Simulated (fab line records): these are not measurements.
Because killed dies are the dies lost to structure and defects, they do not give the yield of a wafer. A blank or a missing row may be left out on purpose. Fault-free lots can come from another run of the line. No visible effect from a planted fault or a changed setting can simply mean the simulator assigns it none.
A sampling plan put to the test / flow gf180mcu / each of the 49 faults these records tell of, on one fab line, judged from the records of the lots it struck
Plan = the line's own looks (route steps where a gauge or an inspection reads the wafer without altering it). A look is open to judgement when struck wafers have a number at it and the file gives its usual mean and standard deviation on fault-free wafers. Caught: 4 or more of those standard deviations (sigma) separate the usual mean from the mean of the struck wafers at a look after the fault's first step. On the tool: the test repeated on the tool's own readings taken at the fault's steps. Caught also covers a different recipe on the struck wafers, or a record left blank for those wafers only.

THE FAULTS, as the simulator had put them in
1. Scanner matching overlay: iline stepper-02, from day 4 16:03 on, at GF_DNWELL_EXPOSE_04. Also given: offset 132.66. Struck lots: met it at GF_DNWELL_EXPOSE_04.
2. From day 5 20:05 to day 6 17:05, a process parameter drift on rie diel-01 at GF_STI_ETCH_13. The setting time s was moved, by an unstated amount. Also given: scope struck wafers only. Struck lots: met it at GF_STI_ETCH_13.
3. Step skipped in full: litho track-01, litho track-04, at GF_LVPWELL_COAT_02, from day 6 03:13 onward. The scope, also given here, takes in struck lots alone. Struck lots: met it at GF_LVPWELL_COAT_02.
4. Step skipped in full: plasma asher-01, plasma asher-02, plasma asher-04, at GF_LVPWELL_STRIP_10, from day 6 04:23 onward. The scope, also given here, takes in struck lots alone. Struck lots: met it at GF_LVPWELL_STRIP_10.
5. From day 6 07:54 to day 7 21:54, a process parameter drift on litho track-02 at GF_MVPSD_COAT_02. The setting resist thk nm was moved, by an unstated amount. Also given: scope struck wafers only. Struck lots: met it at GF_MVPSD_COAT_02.
6. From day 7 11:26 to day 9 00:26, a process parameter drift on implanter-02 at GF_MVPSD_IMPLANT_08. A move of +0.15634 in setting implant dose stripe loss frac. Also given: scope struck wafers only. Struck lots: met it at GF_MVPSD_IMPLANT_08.
7. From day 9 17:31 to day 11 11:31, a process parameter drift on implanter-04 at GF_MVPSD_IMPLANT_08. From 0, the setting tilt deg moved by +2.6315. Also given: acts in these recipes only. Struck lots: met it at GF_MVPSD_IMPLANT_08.
8. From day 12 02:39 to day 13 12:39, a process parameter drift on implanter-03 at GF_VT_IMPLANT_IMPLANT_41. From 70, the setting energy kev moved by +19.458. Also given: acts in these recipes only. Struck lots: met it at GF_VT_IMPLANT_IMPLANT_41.
9. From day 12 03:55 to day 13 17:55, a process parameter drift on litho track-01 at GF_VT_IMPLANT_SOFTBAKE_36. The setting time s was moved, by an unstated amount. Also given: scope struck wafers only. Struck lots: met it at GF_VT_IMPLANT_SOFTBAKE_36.
10. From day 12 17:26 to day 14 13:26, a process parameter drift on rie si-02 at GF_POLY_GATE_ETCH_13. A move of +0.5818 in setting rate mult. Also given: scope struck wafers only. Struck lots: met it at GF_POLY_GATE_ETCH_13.
11. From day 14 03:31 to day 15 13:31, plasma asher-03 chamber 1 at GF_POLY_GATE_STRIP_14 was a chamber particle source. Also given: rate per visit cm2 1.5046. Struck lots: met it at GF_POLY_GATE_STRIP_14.
12. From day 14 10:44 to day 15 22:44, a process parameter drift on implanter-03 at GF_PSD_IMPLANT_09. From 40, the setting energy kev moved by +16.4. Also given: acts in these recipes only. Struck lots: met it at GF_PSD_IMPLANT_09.
13. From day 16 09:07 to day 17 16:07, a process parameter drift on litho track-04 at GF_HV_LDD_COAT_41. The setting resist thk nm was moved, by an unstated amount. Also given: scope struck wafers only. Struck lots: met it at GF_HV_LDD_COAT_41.
14. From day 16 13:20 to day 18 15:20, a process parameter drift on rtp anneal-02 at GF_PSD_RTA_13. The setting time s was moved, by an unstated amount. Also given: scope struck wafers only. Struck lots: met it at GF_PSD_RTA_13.
15. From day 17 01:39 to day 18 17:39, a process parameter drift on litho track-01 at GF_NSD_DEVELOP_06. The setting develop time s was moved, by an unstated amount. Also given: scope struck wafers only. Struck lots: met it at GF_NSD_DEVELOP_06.
16. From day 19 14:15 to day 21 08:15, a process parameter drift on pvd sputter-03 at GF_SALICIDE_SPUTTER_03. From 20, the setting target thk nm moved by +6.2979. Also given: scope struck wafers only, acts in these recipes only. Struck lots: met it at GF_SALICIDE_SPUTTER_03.
17. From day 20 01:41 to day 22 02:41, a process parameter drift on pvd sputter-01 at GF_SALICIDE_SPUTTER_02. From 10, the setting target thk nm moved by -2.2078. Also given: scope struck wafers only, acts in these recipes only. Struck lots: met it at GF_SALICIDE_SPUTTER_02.
18. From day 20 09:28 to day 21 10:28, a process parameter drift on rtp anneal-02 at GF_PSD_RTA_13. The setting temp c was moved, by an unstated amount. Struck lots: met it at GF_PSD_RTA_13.
19. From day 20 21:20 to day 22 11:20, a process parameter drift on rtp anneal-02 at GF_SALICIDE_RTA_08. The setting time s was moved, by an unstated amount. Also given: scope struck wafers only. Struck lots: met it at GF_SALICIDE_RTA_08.
20. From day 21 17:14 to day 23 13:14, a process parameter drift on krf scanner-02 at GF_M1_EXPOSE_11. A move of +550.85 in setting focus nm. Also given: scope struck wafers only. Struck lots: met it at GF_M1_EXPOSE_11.
21. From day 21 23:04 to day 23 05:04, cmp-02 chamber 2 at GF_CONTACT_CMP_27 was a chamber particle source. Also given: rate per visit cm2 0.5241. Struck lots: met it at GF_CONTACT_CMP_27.
22. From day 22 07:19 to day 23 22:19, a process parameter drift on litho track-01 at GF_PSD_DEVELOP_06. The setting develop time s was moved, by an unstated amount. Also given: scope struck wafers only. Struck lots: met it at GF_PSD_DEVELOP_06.
23. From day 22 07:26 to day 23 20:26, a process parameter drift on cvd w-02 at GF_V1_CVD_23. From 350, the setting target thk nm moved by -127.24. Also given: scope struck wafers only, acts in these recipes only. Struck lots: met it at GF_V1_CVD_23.
24. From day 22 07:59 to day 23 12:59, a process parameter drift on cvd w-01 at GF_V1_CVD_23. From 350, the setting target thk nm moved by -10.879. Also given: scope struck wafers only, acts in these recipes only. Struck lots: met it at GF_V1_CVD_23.
25. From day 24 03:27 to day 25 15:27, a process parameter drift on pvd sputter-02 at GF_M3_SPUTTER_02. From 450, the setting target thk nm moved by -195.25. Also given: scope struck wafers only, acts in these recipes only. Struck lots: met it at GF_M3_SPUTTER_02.
26. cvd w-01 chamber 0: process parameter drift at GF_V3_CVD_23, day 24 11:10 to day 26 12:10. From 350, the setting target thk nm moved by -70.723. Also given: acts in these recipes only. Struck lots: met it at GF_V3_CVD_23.
27. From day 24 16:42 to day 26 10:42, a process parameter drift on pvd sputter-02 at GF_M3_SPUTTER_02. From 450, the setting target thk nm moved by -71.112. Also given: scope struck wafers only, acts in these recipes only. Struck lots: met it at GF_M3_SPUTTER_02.
28. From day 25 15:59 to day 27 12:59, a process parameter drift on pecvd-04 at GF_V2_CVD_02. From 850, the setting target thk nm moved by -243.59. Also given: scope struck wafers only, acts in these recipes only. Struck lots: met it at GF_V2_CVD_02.
29. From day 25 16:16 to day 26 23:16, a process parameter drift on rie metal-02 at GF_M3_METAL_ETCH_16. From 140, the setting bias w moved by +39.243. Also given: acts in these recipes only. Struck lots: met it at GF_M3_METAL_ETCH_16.
30. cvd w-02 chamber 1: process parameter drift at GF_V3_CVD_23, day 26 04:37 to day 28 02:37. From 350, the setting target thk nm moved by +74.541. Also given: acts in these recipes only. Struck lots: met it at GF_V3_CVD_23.
31. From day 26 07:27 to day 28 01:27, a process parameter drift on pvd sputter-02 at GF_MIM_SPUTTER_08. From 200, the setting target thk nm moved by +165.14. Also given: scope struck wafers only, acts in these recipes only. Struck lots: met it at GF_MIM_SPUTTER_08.
32. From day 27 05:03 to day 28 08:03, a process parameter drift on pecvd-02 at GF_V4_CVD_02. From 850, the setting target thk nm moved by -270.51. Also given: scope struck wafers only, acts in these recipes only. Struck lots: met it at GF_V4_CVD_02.
33. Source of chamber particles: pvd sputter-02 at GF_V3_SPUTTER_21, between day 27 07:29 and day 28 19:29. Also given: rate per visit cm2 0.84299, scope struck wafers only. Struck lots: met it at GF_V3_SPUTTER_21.
34. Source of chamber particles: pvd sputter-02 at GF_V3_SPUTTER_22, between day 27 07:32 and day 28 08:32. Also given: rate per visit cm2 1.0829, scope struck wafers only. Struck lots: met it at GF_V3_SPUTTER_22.
35. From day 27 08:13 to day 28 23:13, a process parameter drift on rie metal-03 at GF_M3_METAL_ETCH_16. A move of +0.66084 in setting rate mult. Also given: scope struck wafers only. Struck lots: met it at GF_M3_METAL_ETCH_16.
36. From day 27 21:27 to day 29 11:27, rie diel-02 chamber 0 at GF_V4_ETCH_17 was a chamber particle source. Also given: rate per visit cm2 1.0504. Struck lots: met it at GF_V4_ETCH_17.
37. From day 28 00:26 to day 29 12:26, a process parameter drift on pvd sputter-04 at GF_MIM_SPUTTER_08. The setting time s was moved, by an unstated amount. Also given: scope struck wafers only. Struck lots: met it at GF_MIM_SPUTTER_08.
38. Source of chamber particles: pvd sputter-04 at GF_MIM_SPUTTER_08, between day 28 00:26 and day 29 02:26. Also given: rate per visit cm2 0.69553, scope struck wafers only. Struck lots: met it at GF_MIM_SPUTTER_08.
39. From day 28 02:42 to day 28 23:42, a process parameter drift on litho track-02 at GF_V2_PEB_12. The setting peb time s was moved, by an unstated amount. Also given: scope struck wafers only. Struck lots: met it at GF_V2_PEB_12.
40. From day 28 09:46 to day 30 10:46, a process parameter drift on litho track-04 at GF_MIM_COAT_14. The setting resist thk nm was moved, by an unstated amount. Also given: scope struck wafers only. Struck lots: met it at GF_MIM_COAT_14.
41. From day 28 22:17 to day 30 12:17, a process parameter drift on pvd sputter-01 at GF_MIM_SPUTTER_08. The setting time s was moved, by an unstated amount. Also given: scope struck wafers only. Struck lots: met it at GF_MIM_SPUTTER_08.
42. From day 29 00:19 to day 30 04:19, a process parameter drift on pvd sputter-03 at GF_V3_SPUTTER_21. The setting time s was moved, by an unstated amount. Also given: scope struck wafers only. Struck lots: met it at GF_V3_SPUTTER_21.
43. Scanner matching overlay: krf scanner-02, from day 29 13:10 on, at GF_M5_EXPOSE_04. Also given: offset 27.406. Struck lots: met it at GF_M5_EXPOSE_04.
44. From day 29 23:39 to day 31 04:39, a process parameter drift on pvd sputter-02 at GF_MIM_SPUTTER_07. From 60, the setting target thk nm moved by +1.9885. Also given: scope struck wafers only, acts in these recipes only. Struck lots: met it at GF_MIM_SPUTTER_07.
45. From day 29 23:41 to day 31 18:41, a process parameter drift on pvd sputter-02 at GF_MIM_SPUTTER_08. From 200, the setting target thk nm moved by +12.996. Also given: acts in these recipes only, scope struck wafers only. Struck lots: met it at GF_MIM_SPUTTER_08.
46. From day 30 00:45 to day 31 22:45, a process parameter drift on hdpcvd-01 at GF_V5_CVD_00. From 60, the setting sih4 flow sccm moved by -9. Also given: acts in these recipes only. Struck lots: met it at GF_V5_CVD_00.
47. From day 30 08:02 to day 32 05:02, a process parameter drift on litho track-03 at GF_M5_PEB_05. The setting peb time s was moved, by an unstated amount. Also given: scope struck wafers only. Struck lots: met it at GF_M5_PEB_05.
48. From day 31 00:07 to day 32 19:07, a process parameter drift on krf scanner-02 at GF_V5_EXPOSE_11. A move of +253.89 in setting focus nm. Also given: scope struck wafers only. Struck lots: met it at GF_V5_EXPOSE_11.
49. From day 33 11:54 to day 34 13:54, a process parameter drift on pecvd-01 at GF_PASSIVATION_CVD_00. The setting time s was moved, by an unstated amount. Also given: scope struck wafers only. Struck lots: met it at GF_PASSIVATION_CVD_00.

WHAT THE PLAN SAW
fault=1; on the tool itself=no reading that can be judged; first look that catches it=no look after it can be judged; reading, sigma=-; median hours from its first step to that look=-; hours from the fault's start to the first struck lot there=-; judged looks passed uncaught=0
fault=2; on the tool itself=run length s -38 sigma; first look that catches it=not the one look that can be judged after it; reading, sigma=-; median hours from its first step to that look=-; hours from the fault's start to the first struck lot there=-; judged looks passed uncaught=1
fault=3; on the tool itself=the tool's record is blank for the struck wafers; first look that catches it=GF_MVPSD_TW_MEAS_11; reading, sigma=MVPSD_TW +27; median hours from its first step to that look=39.6; hours from the fault's start to the first struck lot there=41; judged looks passed uncaught=0
fault=4; on the tool itself=the tool's record is blank for the struck wafers; first look that catches it=GF_MVSD_TW_MEAS_11; reading, sigma=MVSD_TW -96; median hours from its first step to that look=15.7; hours from the fault's start to the first struck lot there=16; judged looks passed uncaught=1
fault=5; on the tool itself=no reading that can be judged; first look that catches it=no look after it can be judged; reading, sigma=-; median hours from its first step to that look=-; hours from the fault's start to the first struck lot there=-; judged looks passed uncaught=0
fault=6; on the tool itself=under 2 sigma; first look that catches it=GF_VT_IMPLANT_RS_MEAS_49; reading, sigma=MVPSD_RS +5.5; median hours from its first step to that look=71.0; hours from the fault's start to the first struck lot there=76; judged looks passed uncaught=2
fault=7; on the tool itself=tilt deg +99 or beyond sigma; first look that catches it=GF_MVPSD_TW_MEAS_11; reading, sigma=MVPSD_TW +9.1; median hours from its first step to that look=0.4; hours from the fault's start to the first struck lot there=2; judged looks passed uncaught=0
fault=8; on the tool itself=beam energy keV +99 or beyond sigma; first look that catches it=GF_VT_IMPLANT_TW_MEAS_43; reading, sigma=VT_IMPLANT_4_TW +8.0; median hours from its first step to that look=0.2; hours from the fault's start to the first struck lot there=6; judged looks passed uncaught=0
fault=9; on the tool itself=heater power total W +99 or beyond sigma; first look that catches it=none of the 2 looks that can be judged after it; reading, sigma=-; median hours from its first step to that look=-; hours from the fault's start to the first struck lot there=-; judged looks passed uncaught=2
fault=10; on the tool itself=under 2 sigma; first look that catches it=not the one look that can be judged after it; reading, sigma=-; median hours from its first step to that look=-; hours from the fault's start to the first struck lot there=-; judged looks passed uncaught=1
fault=11; on the tool itself=under 2 sigma; first look that catches it=none of the 2 looks that can be judged after it; reading, sigma=-; median hours from its first step to that look=-; hours from the fault's start to the first struck lot there=-; judged looks passed uncaught=2
fault=12; on the tool itself=beam energy keV +99 or beyond sigma; first look that catches it=GF_PSD_TW_MEAS_11; reading, sigma=PSD_TW +14; median hours from its first step to that look=0.2; hours from the fault's start to the first struck lot there=1; judged looks passed uncaught=0
fault=13; on the tool itself=under 2 sigma; first look that catches it=GF_HV_LDD_CD_MEAS_46; reading, sigma=cd nm +16; median hours from its first step to that look=11.7; hours from the fault's start to the first struck lot there=29; judged looks passed uncaught=0
fault=14; on the tool itself=run length s +15 sigma; first look that catches it=GF_PSD_RS_MEAS_14; reading, sigma=NSD_RS -21; median hours from its first step to that look=0.2; hours from the fault's start to the first struck lot there=35; judged looks passed uncaught=0
fault=15; on the tool itself=no reading that can be judged; first look that catches it=GF_NSD_CD_MEAS_07; reading, sigma=cd nm +10; median hours from its first step to that look=0.1; hours from the fault's start to the first struck lot there=2; judged looks passed uncaught=0
fault=16; on the tool itself=under 2 sigma; first look that catches it=GF_SALICIDE_RS_MEAS_04; reading, sigma=SALICIDE_TIN_RS -6.7; median hours from its first step to that look=0.0; hours from the fault's start to the first struck lot there=8; judged looks passed uncaught=0
fault=17; on the tool itself=under 2 sigma; first look that catches it=GF_SALICIDE_RS_MEAS_04; reading, sigma=SALICIDE_TIN_RS +17; median hours from its first step to that look=0.1; hours from the fault's start to the first struck lot there=18; judged looks passed uncaught=0
fault=18; on the tool itself=wafer_temp_C_max +5.8 sigma; first look that catches it=GF_PSD_RS_MEAS_14; reading, sigma=NSD_RS -10.0; median hours from its first step to that look=0.1; hours from the fault's start to the first struck lot there=6; judged looks passed uncaught=0
fault=19; on the tool itself=run length s +99 or beyond sigma; first look that catches it=no look after it can be judged; reading, sigma=-; median hours from its first step to that look=-; hours from the fault's start to the first struck lot there=-; judged looks passed uncaught=0
fault=20; on the tool itself=no reading that can be judged; first look that catches it=GF_M1_CD_MEAS_14; reading, sigma=cd nm -86; median hours from its first step to that look=11.1; hours from the fault's start to the first struck lot there=31; judged looks passed uncaught=0
fault=21; on the tool itself=under 2 sigma; first look that catches it=not the one look that can be judged after it; reading, sigma=-; median hours from its first step to that look=-; hours from the fault's start to the first struck lot there=-; judged looks passed uncaught=1
fault=22; on the tool itself=no reading that can be judged; first look that catches it=GF_PSD_TW_MEAS_11; reading, sigma=PSD_TW -99 or beyond; median hours from its first step to that look=0.6; hours from the fault's start to the first struck lot there=12; judged looks passed uncaught=0
fault=23; on the tool itself=under 2 sigma; first look that catches it=GF_V1_RS_MEAS_24; reading, sigma=V1_W_RS +41; median hours from its first step to that look=0.1; hours from the fault's start to the first struck lot there=4; judged looks passed uncaught=0
fault=24; on the tool itself=under 2 sigma; first look that catches it=not the one look that can be judged after it; reading, sigma=-; median hours from its first step to that look=-; hours from the fault's start to the first struck lot there=-; judged looks passed uncaught=1
fault=25; on the tool itself=under 2 sigma; first look that catches it=GF_M3_RS_MEAS_05; reading, sigma=M3_ALCU_RS +63; median hours from its first step to that look=0.1; hours from the fault's start to the first struck lot there=3; judged looks passed uncaught=0
fault=26; on the tool itself=under 2 sigma; first look that catches it=GF_V3_RS_MEAS_24; reading, sigma=V3_W_RS +21; median hours from its first step to that look=0.1; hours from the fault's start to the first struck lot there=35; judged looks passed uncaught=0
fault=27; on the tool itself=under 2 sigma; first look that catches it=GF_M3_RS_MEAS_05; reading, sigma=M3_ALCU_RS +16; median hours from its first step to that look=0.1; hours from the fault's start to the first struck lot there=9; judged looks passed uncaught=0
fault=28; on the tool itself=under 2 sigma; first look that catches it=GF_V2_THK_MEAS_03; reading, sigma=V2_CVD_02_THK -24; median hours from its first step to that look=0.1; hours from the fault's start to the first struck lot there=11; judged looks passed uncaught=0
fault=29; on the tool itself=bias w +99 or beyond sigma; first look that catches it=no look after it can be judged; reading, sigma=-; median hours from its first step to that look=-; hours from the fault's start to the first struck lot there=-; judged looks passed uncaught=0
fault=30; on the tool itself=under 2 sigma; first look that catches it=GF_V3_RS_MEAS_24; reading, sigma=V3_W_RS -15; median hours from its first step to that look=0.1; hours from the fault's start to the first struck lot there=1; judged looks passed uncaught=0
fault=31; on the tool itself=under 2 sigma; first look that catches it=GF_MIM_RS_MEAS_10; reading, sigma=MIM_ALCU_RS -45; median hours from its first step to that look=0.1; hours from the fault's start to the first struck lot there=38; judged looks passed uncaught=0
fault=32; on the tool itself=under 2 sigma; first look that catches it=GF_V4_THK_MEAS_03; reading, sigma=V4_CVD_02_THK -18; median hours from its first step to that look=0.1; hours from the fault's start to the first struck lot there=2; judged looks passed uncaught=0
fault=33; on the tool itself=under 2 sigma; first look that catches it=no look after it can be judged; reading, sigma=-; median hours from its first step to that look=-; hours from the fault's start to the first struck lot there=-; judged looks passed uncaught=0
fault=34; on the tool itself=under 2 sigma; first look that catches it=not the one look that can be judged after it; reading, sigma=-; median hours from its first step to that look=-; hours from the fault's start to the first struck lot there=-; judged looks passed uncaught=1
fault=35; on the tool itself=under 2 sigma; first look that catches it=none of the 2 looks that can be judged after it; reading, sigma=-; median hours from its first step to that look=-; hours from the fault's start to the first struck lot there=-; judged looks passed uncaught=2
fault=36; on the tool itself=under 2 sigma; first look that catches it=not the one look that can be judged after it; reading, sigma=-; median hours from its first step to that look=-; hours from the fault's start to the first struck lot there=-; judged looks passed uncaught=1
fault=37; on the tool itself=under 2 sigma; first look that catches it=GF_MIM_RS_MEAS_10; reading, sigma=MIM_ALCU_RS +8.0; median hours from its first step to that look=0.1; hours from the fault's start to the first struck lot there=4; judged looks passed uncaught=0
fault=38; on the tool itself=under 2 sigma; first look that catches it=none of the 3 looks that can be judged after it; reading, sigma=-; median hours from its first step to that look=-; hours from the fault's start to the first struck lot there=-; judged looks passed uncaught=3
fault=39; on the tool itself=no reading that can be judged; first look that catches it=GF_V2_CD_MEAS_14; reading, sigma=cd nm +9.1; median hours from its first step to that look=0.3; hours from the fault's start to the first struck lot there=6; judged looks passed uncaught=0
fault=40; on the tool itself=under 2 sigma; first look that catches it=no look after it can be judged; reading, sigma=-; median hours from its first step to that look=-; hours from the fault's start to the first struck lot there=-; judged looks passed uncaught=0
fault=41; on the tool itself=under 2 sigma; first look that catches it=GF_MIM_RS_MEAS_10; reading, sigma=MIM_ALCU_RS -12; median hours from its first step to that look=0.1; hours from the fault's start to the first struck lot there=17; judged looks passed uncaught=0
fault=42; on the tool itself=under 2 sigma; first look that catches it=no look after it can be judged; reading, sigma=-; median hours from its first step to that look=-; hours from the fault's start to the first struck lot there=-; judged looks passed uncaught=0
fault=43; on the tool itself=no reading that can be judged; first look that catches it=GF_M5_OVL_MEAS_08; reading, sigma=M5_OVL +4.1; median hours from its first step to that look=9.1; hours from the fault's start to the first struck lot there=16; judged looks passed uncaught=0
fault=44; on the tool itself=under 2 sigma; first look that catches it=no look after it can be judged; reading, sigma=-; median hours from its first step to that look=-; hours from the fault's start to the first struck lot there=-; judged looks passed uncaught=0
fault=45; on the tool itself=under 2 sigma; first look that catches it=GF_MIM_RS_MEAS_10; reading, sigma=MIM_ALCU_RS -6.3; median hours from its first step to that look=0.1; hours from the fault's start to the first struck lot there=23; judged looks passed uncaught=0
fault=46; on the tool itself=sih4 flow sccm -50 sigma; first look that catches it=GF_V5_THK_MEAS_01; reading, sigma=V5_CVD_00_THK -13; median hours from its first step to that look=0.0; hours from the fault's start to the first struck lot there=6; judged looks passed uncaught=0
fault=47; on the tool itself=heater power total W +87 sigma; first look that catches it=GF_M5_CD_MEAS_07; reading, sigma=cd nm +7.9; median hours from its first step to that look=0.3; hours from the fault's start to the first struck lot there=14; judged looks passed uncaught=0
fault=48; on the tool itself=no reading that can be judged; first look that catches it=GF_V5_CD_MEAS_14; reading, sigma=cd nm +4.0; median hours from its first step to that look=8.2; hours from the fault's start to the first struck lot there=17; judged looks passed uncaught=0
fault=49; on the tool itself=run length s +39 sigma; first look that catches it=GF_PASSIVATION_THK_MEAS_01; reading, sigma=PASSIVATION_CVD_00_THK +10; median hours from its first step to that look=0.1; hours from the fault's start to the first struck lot there=10; judged looks passed uncaught=0
A dash: this means the fault isn't caught or the number doesn't appear in these records.

Caught at a look: 31 of 49. Caught on the tool: 14 of 49. By one or the other: 35 of 49.
On the tool alone, faults 2, 9, 19, 29 were caught.
Caught at a look alone: faults 6, 13, 15, 16, 17, 20, 22, 23, 25, 26, 27, 28, 30, 31, 32, 37, 39, 41, 43, 45, 48.
Caught by neither: faults 1, 5, 10, 11, 21, 24, 33, 34, 35, 36, 38, 40, 42, 44.

THINNER SAMPLING
Were the look that catches a fault to measure just every second or every third lot (counted by lot number), the first struck lot would, at worst, be measured this late:
fault=3; struck lots at that look, in order of time=L631, L632, L633; every lot=41 h; every second lot=47 h; every third lot=61 h
fault=4; struck lots at that look, in order of time=L765, L766, L768; every lot=16 h; every second lot=20 h; every third lot=may miss all 3
fault=6; struck lots at that look, in order of time=L506; every lot=76 h; every second lot=may miss it; every third lot=may miss it
fault=7; struck lots at that look, in order of time=L493, L494, L496; every lot=2 h; every second lot=7 h; every third lot=may miss all 3
fault=8; struck lots at that look, in order of time=L942, L946; every lot=6 h; every second lot=may miss all 2; every third lot=may miss all 2
fault=12; struck lots at that look, in order of time=L298, L300; every lot=1 h; every second lot=may miss all 2; every third lot=may miss all 2
fault=13; struck lots at that look, in order of time=L798, L800; every lot=29 h; every second lot=may miss all 2; every third lot=may miss all 2
fault=14; struck lots at that look, in order of time=L769, L768, L771; every lot=35 h; every second lot=38 h; every third lot=may miss all 3
fault=15; struck lots at that look, in order of time=L585, L587, L590; every lot=2 h; every second lot=40 h; every third lot=may miss all 3
fault=16; struck lots at that look, in order of time=L823, L826; every lot=8 h; every second lot=38 h; every third lot=may miss all 2
fault=17; struck lots at that look, in order of time=L512, L513, L515; every lot=18 h; every second lot=20 h; every third lot=may miss all 3
fault=18; struck lots at that look, in order of time=L775, L776; every lot=6 h; every second lot=18 h; every third lot=may miss all 2
fault=20; struck lots at that look, in order of time=L706, L707, L708; every lot=31 h; every second lot=36 h; every third lot=48 h
fault=22; struck lots at that look, in order of time=L894, L893; every lot=12 h; every second lot=13 h; every third lot=may miss all 2
fault=23; struck lots at that look, in order of time=L732, L734; every lot=4 h; every second lot=may miss all 2; every third lot=may miss all 2
fault=25; struck lots at that look, in order of time=L866, L868, L871; every lot=3 h; every second lot=22 h; every third lot=may miss all 3
fault=26; struck lots at that look, in order of time=L433, L438; every lot=35 h; every second lot=45 h; every third lot=may miss all 2
fault=27; struck lots at that look, in order of time=L270, L271; every lot=9 h; every second lot=29 h; every third lot=may miss all 2
fault=28; struck lots at that look, in order of time=L258, L260; every lot=11 h; every second lot=may miss all 2; every third lot=may miss all 2
fault=30; struck lots at that look, in order of time=L811; every lot=1 h; every second lot=may miss it; every third lot=may miss it
fault=31; struck lots at that look, in order of time=L542, L544; every lot=38 h; every second lot=may miss all 2; every third lot=may miss all 2
fault=32; struck lots at that look, in order of time=L962; every lot=2 h; every second lot=may miss it; every third lot=may miss it
fault=37; struck lots at that look, in order of time=L823, L825; every lot=4 h; every second lot=may miss all 2; every third lot=may miss all 2
fault=39; struck lots at that look, in order of time=L442; every lot=6 h; every second lot=may miss it; every third lot=may miss it
fault=41; struck lots at that look, in order of time=L897; every lot=17 h; every second lot=may miss it; every third lot=may miss it
fault=43; struck lots at that look, in order of time=L563, L566, L568, L569; every lot=16 h; every second lot=39 h; every third lot=may miss all 4
fault=45; struck lots at that look, in order of time=L586; every lot=23 h; every second lot=may miss it; every third lot=may miss it
fault=46; struck lots at that look, in order of time=L571, L575; every lot=6 h; every second lot=may miss all 2; every third lot=may miss all 2
fault=47; struck lots at that look, in order of time=L906, L909; every lot=14 h; every second lot=29 h; every third lot=may miss all 2
fault=48; struck lots at that look, in order of time=L901, L904; every lot=17 h; every second lot=32 h; every third lot=may miss all 2
fault=49; struck lots at that look, in order of time=L293; every lot=10 h; every second lot=may miss it; every third lot=may miss it
Hours count from the start of the fault until the first struck lot that is measured. The limit of 4 sigma was tested on all struck wafers together, so one lot alone may lie under it. Other struck lots may not be in these records.

THE LONGEST TIMED WAY FROM STEP TO LOOK
For fault 6, GF_MVPSD_IMPLANT_08 and GF_VT_IMPLANT_RS_MEAS_49 are separated by a median of 71.0 hours. The looks between them that can be judged stayed within 4 sigma: GF_VT_IMPLANT_OVL_MEAS_18, GF_VT_IMPLANT_OVL_MEAS_29.
